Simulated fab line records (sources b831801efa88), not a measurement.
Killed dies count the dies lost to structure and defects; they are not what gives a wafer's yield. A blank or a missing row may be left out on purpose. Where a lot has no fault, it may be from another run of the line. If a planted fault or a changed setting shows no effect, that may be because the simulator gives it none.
fab line records	flow sky130
[record] lots = 5	wafers = 23
route steps=708 shown LI_CONTACT@373 LOCAL_INTERCONNECT@393 METAL1@434 METAL2@487 VIA2@507 METAL3@534
start_h: hours from the record's opening day to when the first of the lot's shown wafers began	wait_h: time in hours since the lot's previous step	" the same as in the row above	L1.1+2: a single row standing in for several wafers	- no value, or no start given	* or withheld: withheld	< > ~ a bound
route shown NAME@n: NAME is a module with steps in the file, n the number in the route of the first one	usual: the fault-free wafers' mean and standard deviation	same: alike in all rows	chamber/n: place in a boat	sites: per-site readings	_std_site: standard deviation across them	_edge_site: inner sites' mean taken away from outer sites' mean	radius_mm: how far each site lies from the wafer's centre	mask NAME#n: copy n	behind: the last tool/chamber to shape the wafer	hold: why the lot was held/for how many hours/how that ended	device: transistor that didn't switch, given as n, p or np	end of line: the route-end tests of the same wafers	where a step has no rows: the recipe by itself	killed: dies lost to structure and defects at the first sort, not the wafer's yield	map: shows each die of a wafer: x if killed, . if not, _ if none is there
set.NAME: the run value of the setting; set.NAME@STEP: its run value at that earlier step	model.NAME: the simulator's own value behind a step, which no gauge read
lots with deliberately changed settings; one table per step, one row per wafer
[[steps]]
[step SKY_LI_CONTACT_DEVELOP_11]
[recipe] develop_time_s = 60	resist = KrF-thick	dev_temp_c = 21
lot.wafer	tool	chamber	start_h	wait_h	set.dev_temp_c
L076.1+5	litho_track-01	0	-	-	21
L076.2+3+6	"	0	"	"	24.41
L077.2+4+6	litho_track-03	0	-	-	17.97
L077.3+5	"	0	"	"	21
L079.2+4	litho_track-03	0	-	-	18.24
L079.3+5+6	"	0	"	"	21
L081.2+4+6	litho_track-02	0	-	-	21
L085.1+2	litho_track-01	0	-	-	24.48
L085.4+5+6	"	0	"	"	21
[step SKY_LI_CONTACT_ETCH_14]
[recipe] chemistry = N2/H2	target = BARC	ion_energy_ev = 200	source_w = 500	bias_w = 100	pressure_mtorr = 30	n2_flow_sccm = 100	h2_flow_sccm = 200	stop_on = SiO2	time_s = 45.9	target_depth_a = 600
lot.wafer	tool	chamber	start_h	wait_h	set.dev_temp_c@LI_CONTACT_DEVELOP_11	model.LI_CONTACT.cd_nm
L076.1	rie_diel-02	3	696.32	0.0	21	169.6
L076.2	"	0	"	"	24.41	172.5
L076.3	"	2	"	"	24.41	173.3
L076.5	"	3	"	"	21	169.5
L076.6	"	2	"	"	24.41	173.9
L077.2	rie_diel-02	2	702.73	0.0	17.97	166.9
L077.3	"	3	"	"	21	169.8
L077.4	"	1	"	"	17.97	165.9
L077.5	"	2	"	"	21	170
L077.6	"	1	"	"	17.97	165.7
L079.2	rie_diel-03	0	723.93	0.0	18.24	166.7
L079.3	"	3	"	"	21	169.8
L079.4	"	3	"	"	18.24	169.1
L079.5	"	0	"	"	21	169.7
L079.6	"	1	"	"	21	169.5
L081.2	rie_diel-03	0	758.91	0.0	21	174
L081.4	"	1	"	"	21	173.3
L081.6	"	3	"	"	21	174.7
L085.1	rie_diel-02	1	764.92	0.0	24.48	169.9
L085.2	"	2	"	"	24.48	171.4
L085.4	"	3	"	"	21	168.2
L085.5	"	3	"	"	21	168
L085.6	"	2	"	"	21	169.6
[step SKY_LI_CONTACT_ETCH_15]
[recipe] target = PSG	chemistry = C4F8/O2/Ar	stop_on = Si	taper_deg = 4.15	mask_material = KrF-thick	source_w = 1500	bias_w = 1200	pressure_mtorr = 40	c4f8_flow_sccm = withheld	O2_flow_sccm = 6	Ar_flow_sccm = 300	time_s = withheld	target_depth_a = 6000
lot.wafer	tool	chamber	start_h	wait_h	set.dev_temp_c@LI_CONTACT_DEVELOP_11	model.LI_CONTACT.cd_nm
L076.1	rie_diel-02	3	696.37	0.0	21	169.4
L076.2	"	0	"	"	24.41	172.5
L076.3	"	2	"	"	24.41	173.2
L076.5	"	3	"	"	21	169.5
L076.6	"	2	"	"	24.41	173.7
L077.2	rie_diel-02	2	702.77	0.0	17.97	166.9
L077.3	"	3	"	"	21	169.5
L077.4	"	1	"	"	17.97	165.9
L077.5	"	2	"	"	21	169.8
L077.6	"	1	"	"	17.97	165.8
L079.2	rie_diel-03	0	723.97	0.0	18.24	166.3
L079.3	"	3	"	"	21	169.4
L079.4	"	3	"	"	18.24	168.7
L079.5	"	0	"	"	21	169.5
L079.6	"	1	"	"	21	170.2
L081.2	rie_diel-03	0	758.95	0.0	21	174
L081.4	"	1	"	"	21	173.4
L081.6	"	3	"	"	21	174.7
L085.1	rie_diel-02	1	764.97	0.0	24.48	169
L085.2	"	2	"	"	24.48	170.4
L085.4	"	3	"	"	21	167.6
L085.5	"	3	"	"	21	167.4
L085.6	"	2	"	"	21	168.4
[step SKY_LI_CONTACT_STRIP_16]
[recipe] chemistry = O2/N2	power_w = 1400	pressure_mtorr = 1500	platen_temp_c = withheld	o2_flow_sccm = 3000	n2_flow_sccm = 300	overash_fraction = 0.5
[usual] strip_time_to_endpoint_s = 3.484/0.028
lot.wafer	tool	chamber	start_h	wait_h	set.resist_thk_nm@LI_CONTACT_COAT_07	strip_time_to_endpoint_s
L076.1	plasma_asher-01	0	696.45	-	473.9	3.686
L076.2	"	1	"	"	473.9	3.730
L076.3	"	0	"	"	450	3.497
L076.5	"	0	"	"	473.9	3.736
L076.6	"	1	"	"	450	3.469
L077.2	plasma_asher-02	1	702.85	-	450	3.442
L077.3	"	1	"	"	459.1	3.583
L077.4	"	0	"	"	459.1	3.610
L077.5	"	1	"	"	450	3.506
L077.6	"	0	"	"	450	3.509
L079.2	plasma_asher-01	1	724.05	-	450	3.448
L079.3	"	0	"	"	450	3.472
L079.4	"	1	"	"	450	3.503
L079.5	"	1	"	"	450	3.468
L079.6	"	0	"	"	450	3.497
L081.2	plasma_asher-02	1	759.03	-	450	3.445
L081.4	"	0	"	"	450	3.437
L081.6	"	0	"	"	450	3.451
L085.1	plasma_asher-01	1	765.05	-	450	3.543
L085.2	"	0	"	"	457.5	3.551
L085.4	"	1	"	"	457.5	3.548
L085.5	"	1	"	"	450	3.500
L085.6	"	0	"	"	450	3.483
[step SKY_LI_CONTACT_CVD_21]
[recipe] material = W	target_thk_nm = 400	time_s = 120.56	temp_c = 400	pressure_torr = 40
lot.wafer	tool	chamber	start_h	wait_h	set.temp_c	model.W_of_LI_CONTACT_CVD_21.thk_nm
L076.1	cvd_w-02	0	696.90	0.0	400	392.3
L076.2	"	1	"	"	400	397.3
L076.3	"	1	"	"	400	393.1
L076.5	"	0	"	"	400	391.1
L076.6	"	1	"	"	400	400.7
L077.2	cvd_w-01	1	703.30	0.0	393.1	348.6
L077.3	"	0	"	"	400	398.5
L077.4	"	1	"	"	400	396.5
L077.5	"	1	"	"	393.1	353.3
L077.6	"	0	"	"	400	400.5
L079.2	cvd_w-01	1	724.49	0.0	400	398.9
L079.3	"	1	"	"	400	400.7
L079.4	"	0	"	"	405.7	442.8
L079.5	"	1	"	"	405.7	444.4
L079.6	"	0	"	"	405.7	438.3
L081.2	cvd_w-02	1	759.47	0.0	400	398.1
L081.4	"	0	"	"	400	392.7
L081.6	"	0	"	"	400	395.4
L085.1	cvd_w-01	0	765.48	0.0	400	394.2
L085.2	"	1	"	"	400	399.4
L085.4	"	1	"	"	400	395.2
L085.5	"	0	"	"	411.2	484.8
L085.6	"	1	"	"	411.2	488.1
[step SKY_LI_CONTACT_RS_MEAS_22]
[recipe] thk_meas_gauge = four-point-probe	reads = W_of_LI_CONTACT_CVD_21+TiN_of_LI_CONTACT_SPUTTER_20+Ti_of_LI_CONTACT_SPUTTER_19
[usual] LI_CONTACT_W_RS = 0.2868/0.0027
lot.wafer	tool	chamber	start_h	wait_h	set.temp_c@LI_CONTACT_CVD_21	LI_CONTACT_W_RS[ohm/sq]
L076.1	film_metro-01	-	697.03	0.1	400	0.2906
L076.2	"	-	"	"	400	0.2874
L076.3	"	-	"	"	400	0.2902
L076.5	"	-	"	"	400	0.2918
L076.6	"	-	"	"	400	0.2847
L077.2	film_metro-01	-	703.45	0.1	393.1	0.3272
L077.3	"	-	"	"	400	0.2865
L077.4	"	-	"	"	400	0.2875
L077.5	"	-	"	"	393.1	0.3237
L077.6	"	-	"	"	400	0.2845
L079.2	film_metro-01	-	724.63	0.1	400	0.2861
L079.3	"	-	"	"	400	0.2848
L079.4	"	-	"	"	405.7	0.2573
L079.5	"	-	"	"	405.7	0.2566
L079.6	"	-	"	"	405.7	0.2603
L081.2	film_metro-02	-	759.61	0.1	400	0.2862
L081.4	"	-	"	"	400	0.2907
L081.6	"	-	"	"	400	0.2880
L085.1	film_metro-02	-	765.61	0.1	400	0.2882
L085.2	"	-	"	"	400	0.2858
L085.4	"	-	"	"	400	0.2880
L085.5	"	-	"	"	411.2	0.2348
L085.6	"	-	"	"	411.2	0.2331
[step SKY_LI_CONTACT_THK_MEAS_23]
[recipe] thk_meas_gauge = xrf	reads = W_of_LI_CONTACT_CVD_21
[usual] LI_CONTACT_W_THK = 387/5.7
lot.wafer	tool	chamber	start_h	wait_h	set.temp_c@LI_CONTACT_CVD_21	LI_CONTACT_W_THK[nm]
L076.1	film_metro-01	-	697.15	0.1	400	386
L076.2	"	-	"	"	400	390
L076.3	"	-	"	"	400	388
L076.5	"	-	"	"	400	383
L076.6	"	-	"	"	400	393
L077.2	film_metro-01	-	703.56	0.1	393.1	343
L077.3	"	-	"	"	400	392
L077.4	"	-	"	"	400	392
L077.5	"	-	"	"	393.1	347
L077.6	"	-	"	"	400	398
L079.2	film_metro-01	-	724.74	0.1	400	396
L079.3	"	-	"	"	400	397
L079.4	"	-	"	"	405.7	440
L079.5	"	-	"	"	405.7	442
L079.6	"	-	"	"	405.7	433
L081.2	film_metro-02	-	759.72	0.1	400	383
L081.4	"	-	"	"	400	379
L081.6	"	-	"	"	400	379
L085.1	film_metro-02	-	765.73	0.1	400	379
L085.2	"	-	"	"	400	383
L085.4	"	-	"	"	400	380
L085.5	"	-	"	"	411.2	463
L085.6	"	-	"	"	411.2	466
[step SKY_LOCAL_INTERCONNECT_COAT_06]
[recipe] resist = KrF-thick	spin_rpm = 3000	resist_thk_nm = 450
lot.wafer	tool	chamber	start_h	wait_h	set.resist_thk_nm	model.KrF-thick_of_LOCAL_INTERCONNECT_COAT_06.thk_nm
L076.1	litho_track-04	0	-	-	465.3	464.7
L076.2	"	0	"	"	450	451.1
L076.3	"	0	"	"	465.3	464.9
L076.5	"	0	"	"	465.3	463.6
L076.6	"	0	"	"	450	449.3
L077.2	litho_track-03	0	-	-	468.3	469.7
L077.3	"	0	"	"	468.3	470.6
L077.4	"	0	"	"	450	451.2
L077.5	"	0	"	"	468.3	470.3
L077.6	"	0	"	"	450	453.3
L079.2	litho_track-01	0	-	-	450	448.9
L079.3+4	"	0	"	"	437.6	436.7
L079.5	"	0	"	"	450	449.6
L079.6	"	0	"	"	437.6	437.2
L081.2	litho_track-03	0	-	-	450	450.5
L081.4	"	0	"	"	450	449.9
L081.6	"	0	"	"	450	448.4
L085.1+4	litho_track-01	0	-	-	450	449.6
L085.2	"	0	"	"	434	432.9
L085.5	"	0	"	"	434	434.3
L085.6	"	0	"	"	450	450.3
[step SKY_LOCAL_INTERCONNECT_SOFTBAKE_07]
[recipe] temp_c = 100	time_s = 90	resist = KrF-thick
[step SKY_LOCAL_INTERCONNECT_EXPOSE_08]
[recipe] mask_id = LI1M	na = 0.8	source_shape = annular	sigma_inner = 0.55	sigma_outer = 0.85	target_cd_nm = 170	dose_mj = 28
[step SKY_LOCAL_INTERCONNECT_ETCH_13]
[recipe] chemistry = N2/H2	target = BARC	ion_energy_ev = 200	bias_w = 100	pressure_mtorr = 30	n2_flow_sccm = 100	h2_flow_sccm = 200	icp_w = 500	stop_on = SiO2	time_s = 45.9	target_depth_a = 600
lot.wafer	tool	chamber	start_h	wait_h	set.resist_thk_nm@LOCAL_INTERCONNECT_COAT_06	model.KrF-thick_of_LOCAL_INTERCONNECT_COAT_06.thk_nm
L076.1	rie_metal-03	1	724.79	0.0	465.3	408.4
L076.2	"	0	"	"	450	392.7
L076.3	"	1	"	"	465.3	408.5
L076.5	"	1	"	"	465.3	407.2
L076.6	"	0	"	"	450	390.9
L077.2	rie_metal-03	0	731.97	0.0	468.3	411.6
L077.3	"	1	"	"	468.3	414.1
L077.4	"	0	"	"	450	393.2
L077.5	"	0	"	"	468.3	412.3
L077.6	"	1	"	"	450	396.5
L079.2	rie_metal-01	0	753.84	0.0	450	390.7
L079.3	"	0	"	"	437.6	378.6
L079.4	"	1	"	"	437.6	378.8
L079.5	"	1	"	"	450	391.8
L079.6	"	0	"	"	437.6	379
L081.2	rie_metal-03	1	787.54	0.0	450	393.9
L081.4	"	1	"	"	450	393.3
L081.6	"	0	"	"	450	390.8
L085.1	rie_metal-02	0	793.18	0.0	450	392.6
L085.2	"	1	"	"	434	375.8
L085.4	"	1	"	"	450	392.5
L085.5	"	0	"	"	434	377.1
L085.6	"	1	"	"	450	393.2
[step SKY_LOCAL_INTERCONNECT_METAL_ETCH_14]
[recipe] target_depth_nm = 110	stop_on = PSG	chemistry = Cl2/BCl3	target = TiN	resist_sidewall_deg = 88	pressure_mtorr = 10	icp_w = 900	bias_w = 48.5	Cl2_flow_sccm = 60	bcl3_flow_sccm = 30	time_s = 32.26
lot.wafer	tool	chamber	start_h	wait_h	set.resist_thk_nm@LOCAL_INTERCONNECT_COAT_06	model.KrF-thick_of_LOCAL_INTERCONNECT_COAT_06.thk_nm
L076.1	rie_metal-03	1	724.88	0.1	465.3	364.1
L076.2	"	0	"	"	450	346.4
L076.3	"	1	"	"	465.3	363.9
L076.5	"	1	"	"	465.3	363.4
L076.6	"	0	"	"	450	345
L077.2	rie_metal-03	0	732.04	0.0	468.3	365.7
L077.3	"	1	"	"	468.3	370.1
L077.4	"	0	"	"	450	347.1
L077.5	"	0	"	"	468.3	366.7
L077.6	"	1	"	"	450	351.7
L079.2	rie_metal-01	0	753.90	0.0	450	345.5
L079.3	"	0	"	"	437.6	333.3
L079.4	"	1	"	"	437.6	334
L079.5	"	1	"	"	450	346.9
L079.6	"	0	"	"	437.6	333.6
L081.2	rie_metal-03	1	787.60	0.0	450	349.5
L081.4	"	1	"	"	450	349.2
L081.6	"	0	"	"	450	345.4
L085.1+4	rie_metal-02	0,1	793.24	0.0	450	347.4
L085.2	"	1	"	"	434	330.4
L085.5	"	0	"	"	434	332.2
L085.6	"	1	"	"	450	348
[step SKY_LOCAL_INTERCONNECT_STRIP_15]
[recipe] chemistry = O2/N2	power_w = 1400	pressure_mtorr = 1500	platen_temp_c = withheld	o2_flow_sccm = 3000	n2_flow_sccm = 300	overash_fraction = 0.5
[usual] strip_time_to_endpoint_s = 4.710/0.019
lot.wafer	tool	chamber	start_h	wait_h	set.resist_thk_nm@LOCAL_INTERCONNECT_COAT_06	strip_time_to_endpoint_s
L076.1	plasma_asher-02	1	724.94	0.0	465.3	4.878
L076.2	"	0	"	"	450	4.706
L076.3	"	1	"	"	465.3	4.885
L076.5	"	0	"	"	465.3	4.870
L076.6	"	1	"	"	450	4.694
L077.2	plasma_asher-03	0	732.09	0.0	468.3	4.910
L077.3	"	0	"	"	468.3	4.930
L077.4	"	1	"	"	450	4.701
L077.5	"	1	"	"	468.3	4.915
L077.6	"	0	"	"	450	4.742
L079.2	plasma_asher-01	0	753.96	0.0	450	4.679
L079.3	"	1	"	"	437.6	4.579
L079.4	"	0	"	"	437.6	4.582
L079.5	"	0	"	"	450	4.713
L079.6	"	1	"	"	437.6	4.563
L081.2	plasma_asher-03	0	787.66	0.0	450	4.722
L081.4	"	1	"	"	450	4.738
L081.6	"	1	"	"	450	4.703
L085.1	plasma_asher-03	0	793.29	0.0	450	4.705
L085.2	"	1	"	"	434	4.543
L085.4	"	0	"	"	450	4.721
L085.5	"	0	"	"	434	4.562
L085.6	"	1	"	"	450	4.717
[step SKY_METAL1_SPUTTER_00]
[recipe] material = Ti	target_thk_nm = 15	power_w = 3000	time_s = 10	chamber_pressure_pa = 0.4
lot.wafer	tool	chamber	start_h	wait_h	set.time_s	model.Ti_of_METAL1_SPUTTER_00.thk_nm
L076.1	pvd_sputter-01	-	755.46	0.1	10	14.57
L076.2	"	-	"	"	10.6	15.5
L076.3	"	-	"	"	10	14.85
L076.5	"	-	"	"	10.6	15.61
L076.6	"	-	"	"	10	14.68
L077.2	pvd_sputter-03	-	761.82	0.1	9.328	13.83
L077.3	"	-	"	"	10	15.02
L077.4	"	-	"	"	9.328	14.01
L077.5	"	-	"	"	10	14.78
L077.6	"	-	"	"	10	14.82
L079.2	pvd_sputter-02	-	783.93	0.1	10	15.18
L079.3	"	-	"	"	10	15.04
L079.4	"	-	"	"	10	14.84
L079.5	"	-	"	"	10	15.21
L079.6	"	-	"	"	10	15.3
L081.2	pvd_sputter-01	-	816.42	0.1	10	14.72
L081.4	"	-	"	"	10	14.61
L081.6	"	-	"	"	10	14.74
L085.1	pvd_sputter-02	-	822.10	0.2	11.28	17.21
L085.2	"	-	"	"	11.28	17.41
L085.4	"	-	"	"	10	15.3
L085.5	"	-	"	"	11.28	17.11
L085.6	"	-	"	"	10	15.19
[step SKY_METAL2_SPUTTER_04]
[recipe] material = TiN	target_thk_nm = 70	power_w = 6500	time_s = 58.3	chamber_pressure_pa = 0.4
lot.wafer	tool	chamber	start_h	wait_h	set.power_w	model.TiN_of_METAL2_SPUTTER_04.thk_nm
L076.1	pvd_sputter-01	-	812.12	0.0	7020	76.75
L076.2	"	-	"	"	6500	69.98
L076.3	"	-	"	"	6500	69.69
L076.5	"	-	"	"	7020	75.75
L076.6	"	-	"	"	6500	70.45
L077.2	pvd_sputter-01	-	818.58	0.0	5813	62.62
L077.3	"	-	"	"	5813	62.15
L077.4	"	-	"	"	5813	63.04
L077.5	"	-	"	"	6500	70.34
L077.6	"	-	"	"	6500	70.94
L079.2	pvd_sputter-02	-	839.08	0.0	6500	70.44
L079.3	"	-	"	"	6500	70.54
L079.4	"	-	"	"	6500	71.18
L079.5	"	-	"	"	6500	70.09
L079.6	"	-	"	"	6500	70.48
L081.2	pvd_sputter-02	-	871.29	0.0	6500	69.52
L081.4	"	-	"	"	6500	70.03
L081.6	"	-	"	"	6500	69.76
L085.1	pvd_sputter-02	-	877.04	0.0	6500	70.81
L085.2	"	-	"	"	7091	76.67
L085.4	"	-	"	"	6500	70.13
L085.5	"	-	"	"	7091	77.29
L085.6	"	-	"	"	7091	76.77
[step SKY_VIA2_HDPCVD_00]
[recipe] material = SiO2	target_thk_nm = 1180	sigma_open_frac = 0.3	time_s = 196.7	temp_c = 400	sih4_flow_sccm = 60	pressure_mtorr = 6
lot.wafer	tool	chamber	start_h	wait_h	set.time_s	model.SiO2_of_VIA2_HDPCVD_00.thk_nm
L076.1	hdpcvd-01	1	839.22	0.0	215.2	1304
L076.2	"	0	"	"	196.7	1187
L076.3	"	2	"	"	215.2	1292
L076.5+6	"	1,0	"	"	196.7	-
L077.2+4	hdpcvd-02	1,0	845.89	0.0	196.7	-
L077.3	"	2	"	"	219.5	1339
L077.5	"	1	"	"	196.7	1181
L077.6	"	2	"	"	219.5	1315
L079.2	hdpcvd-01	1	866.54	0.0	196.7	1206
L079.3	"	0	"	"	167.3	987.3
L079.4	"	1	"	"	167.3	1028
L079.5	"	0	"	"	196.7	1190
L079.6	"	2	"	"	196.7	1185
L081.2	hdpcvd-02	2	897.65	0.0	196.7	1170
L081.4	"	2	"	"	196.7	1179
L081.6	"	1	"	"	196.7	1169
L085.1	hdpcvd-01	2	903.75	0.0	173.6	1018
L085.2	"	1	"	"	173.6	1040
L085.4	"	1	"	"	173.6	1042
L085.5	"	0	"	"	196.7	1187
L085.6	"	2	"	"	196.7	1160
[step SKY_VIA2_THK_MEAS_01]
[recipe] reads = SiO2_of_VIA2_HDPCVD_00
[usual] VIA2_HDPCVD_THK = 1182/12
lot.wafer	tool	chamber	start_h	wait_h	set.time_s@VIA2_HDPCVD_00	VIA2_HDPCVD_THK[nm]
L076.1	film_metro-03	-	839.34	0.1	215.2	1304
L076.2	"	-	"	"	196.7	1187
L076.3	"	-	"	"	215.2	1293
L076.5	"	-	"	"	196.7	1186
L076.6	"	-	"	"	196.7	1179
L077.2	film_metro-01	-	846.02	0.1	196.7	1177
L077.3	"	-	"	"	219.5	1338
L077.4	"	-	"	"	196.7	1198
L077.5	"	-	"	"	196.7	1180
L077.6	"	-	"	"	219.5	1315
L079.2	film_metro-04	-	866.67	0.1	196.7	1206
L079.3	"	-	"	"	167.3	988
L079.4	"	-	"	"	167.3	1026
L079.5	"	-	"	"	196.7	1190
L079.6	"	-	"	"	196.7	1185
L081.2	film_metro-03	-	897.79	0.1	196.7	1171
L081.4	"	-	"	"	196.7	1179
L081.6	"	-	"	"	196.7	1168
L085.1	film_metro-01	-	903.88	0.1	173.6	1017
L085.2	"	-	"	"	173.6	1040
L085.4	"	-	"	"	173.6	1042
L085.5	"	-	"	"	196.7	1187
L085.6	"	-	"	"	196.7	1159
[step SKY_METAL3_SPUTTER_02]
[recipe] material = AlCu	target_thk_nm = 735	power_w = 10600	time_s = 39.1	chamber_pressure_pa = 0.4
lot.wafer	tool	chamber	start_h	wait_h	set.power_w	model.AlCu_of_METAL3_SPUTTER_02.thk_nm
L076.1	pvd_sputter-03	-	867.32	0.0	10600	722.3
L076.2	"	-	"	"	10600	733.4
L076.3	"	-	"	"	10600	725.8
L076.5	"	-	"	"	11750	799.9
L076.6	"	-	"	"	11750	807
L077.2	pvd_sputter-02	-	874.42	0.0	9361	650.3
L077.3	"	-	"	"	10600	743.5
L077.4	"	-	"	"	9361	646
L077.5	"	-	"	"	10600	726.5
L077.6	"	-	"	"	10600	731.2
L079.2	pvd_sputter-01	-	894.24	0.0	10600	733.2
L079.3	"	-	"	"	10600	729.3
L079.4	"	-	"	"	10600	730.5
L079.5	"	-	"	"	10600	725.8
L079.6	"	-	"	"	10600	737.8
L081.2	pvd_sputter-01	-	924.59	0.0	10600	726.7
L081.4	"	-	"	"	10600	729.9
L081.6	"	-	"	"	10600	724.9
L085.1	pvd_sputter-02	-	930.98	0.0	10600	736.2
L085.2	"	-	"	"	10600	735.6
L085.4	"	-	"	"	10600	740.6
L085.5	"	-	"	"	10600	737.2
L085.6	"	-	"	"	10600	732.5
[[key]]
[split] step = SKY_LI_CONTACT_DEVELOP_11	setting = dev_temp_c	stated = 21	by = wafer
[response] step = SKY_LI_CONTACT_ETCH_14	reading = model.LI_CONTACT.cd_nm	change = +0.186	per = 1%	r = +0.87
[response] step = SKY_LI_CONTACT_ETCH_15	reading = model.LI_CONTACT.cd_nm	change = +0.184	per = 1%	r = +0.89
[split] step = SKY_LI_CONTACT_CVD_21	setting = temp_c	stated = 400	by = wafer
[response] step = SKY_LI_CONTACT_CVD_21	reading = model.W_of_LI_CONTACT_CVD_21.thk_nm	change = +30.7	per = 1%	r = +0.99
[response] step = SKY_LI_CONTACT_RS_MEAS_22	reading = LI_CONTACT_W_RS	change = -0.02	per = 1%	r = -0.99
[response] step = SKY_LI_CONTACT_THK_MEAS_23	reading = LI_CONTACT_W_THK	change = +29.4	per = 1%	r = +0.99
[split] step = SKY_LOCAL_INTERCONNECT_COAT_06	setting = resist_thk_nm	stated = 450	by = wafer
[response] step = SKY_LOCAL_INTERCONNECT_COAT_06	reading = model.KrF-thick_of_LOCAL_INTERCONNECT_COAT_06.thk_nm	change = +4.41	per = 1%	r = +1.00
[response] step = SKY_LOCAL_INTERCONNECT_ETCH_13	reading = model.KrF-thick_of_LOCAL_INTERCONNECT_COAT_06.thk_nm	change = +4.55	per = 1%	r = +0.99
[response] step = SKY_LOCAL_INTERCONNECT_METAL_ETCH_14	reading = model.KrF-thick_of_LOCAL_INTERCONNECT_COAT_06.thk_nm	change = +4.71	per = 1%	r = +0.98
[response] step = SKY_LOCAL_INTERCONNECT_STRIP_15	reading = strip_time_to_endpoint_s	change = *	per = 1%	r = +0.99
[split] step = SKY_METAL1_SPUTTER_00	setting = time_s	stated = 10	by = wafer
[response] step = SKY_METAL1_SPUTTER_00	reading = model.Ti_of_METAL1_SPUTTER_00.thk_nm	change = +0.151	per = 1%	r = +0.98
[split] step = SKY_METAL2_SPUTTER_04	setting = power_w	stated = 6500	by = wafer
[response] step = SKY_METAL2_SPUTTER_04	reading = model.TiN_of_METAL2_SPUTTER_04.thk_nm	change = +0.748	per = 1%	r = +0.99
[split] step = SKY_VIA2_HDPCVD_00	setting = time_s	stated = 196.7	by = wafer
[response] step = SKY_VIA2_HDPCVD_00	reading = model.SiO2_of_VIA2_HDPCVD_00.thk_nm	change = +12.3	per = 1%	r = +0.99
[response] step = SKY_VIA2_THK_MEAS_01	reading = VIA2_HDPCVD_THK	change = +12.2	per = 1%	r = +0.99
[split] step = SKY_METAL3_SPUTTER_02	setting = power_w	stated = 10600	by = wafer
[response] step = SKY_METAL3_SPUTTER_02	reading = model.AlCu_of_METAL3_SPUTTER_02.thk_nm	change = +7.19	per = 1%	r = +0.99
split outside_this_file step=SKY_LI_CONTACT_COAT_07 setting=resist_thk_nm
// split outside_this_file: this setting was split too, and the file shows its column; the key of that split is in another file
